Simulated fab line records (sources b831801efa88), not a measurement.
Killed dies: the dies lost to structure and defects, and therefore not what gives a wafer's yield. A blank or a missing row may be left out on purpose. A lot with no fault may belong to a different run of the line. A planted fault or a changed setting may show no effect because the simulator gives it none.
Chamber matching	flow sky130	4 sister chambers for SKY_VIA2_ETCH_15 on rieDiel-01
The step etches SiO2 in C4F8/O2/Ar, stops on TiN, target depth 546 nm, time 84 s. 4 wafers are shown with their chamber, then 10 later ones without.

WAFERS PAIRED WITH THEIR CHAMBERS
wafer	chamber	oesProductAu (a.u.)
L318.5	0	0.942
L318.6	3	0.936
L320.2	2	0.942
L320.3	1	0.940

WAFERS WITHOUT THEIR CHAMBER
wafer	oesProductAu (a.u.)
L320.6	0.943
L321.2	0.945
L321.3	0.947
L321.5	0.930
L322.1	0.939
L322.3	0.944
L322.5	0.939
L324.2	0.939
L324.4	0.945
L324.5	0.943

EACH ONE'S CHAMBER
wafer	from the rows above	in truth
L320.6	can't be placed: 0 or 2 or 1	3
L321.2	can't be placed: 0 or 2 or 1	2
L321.3	can't be placed: 0 or 2 or 1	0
L321.5	can't be placed: 3 or 1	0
L322.1	can't be placed: 1 or 3 or 0 or 2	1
L322.3	can't be placed: 0 or 2 or 1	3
L322.5	can't be placed: 1 or 3 or 0 or 2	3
L324.2	can't be placed: 1 or 3 or 0 or 2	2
L324.4	can't be placed: 0 or 2 or 1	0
L324.5	can't be placed: 0 or 2 or 1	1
Placed correctly: 0 of 10. Not placeable from these rows: 10 (in 7, the candidates include the true chamber). 0 placed wrongly.
How it was worked out, from the rows above alone: a wafer's distance from a chamber is the root of the sum, over the readings, of the square of ((its reading less the chamber's mean) divided by the reading's scatter). If the next closest chamber is less than 2 further off than the closest, the wafer can't be placed; otherwise it belongs to the closest. For every chamber, the mean is computed from those of its wafers that are shown. The scatter (one wafer shown for each chamber): square how far every hidden wafer sits from the nearest shown wafer, average those squares and take the square root.
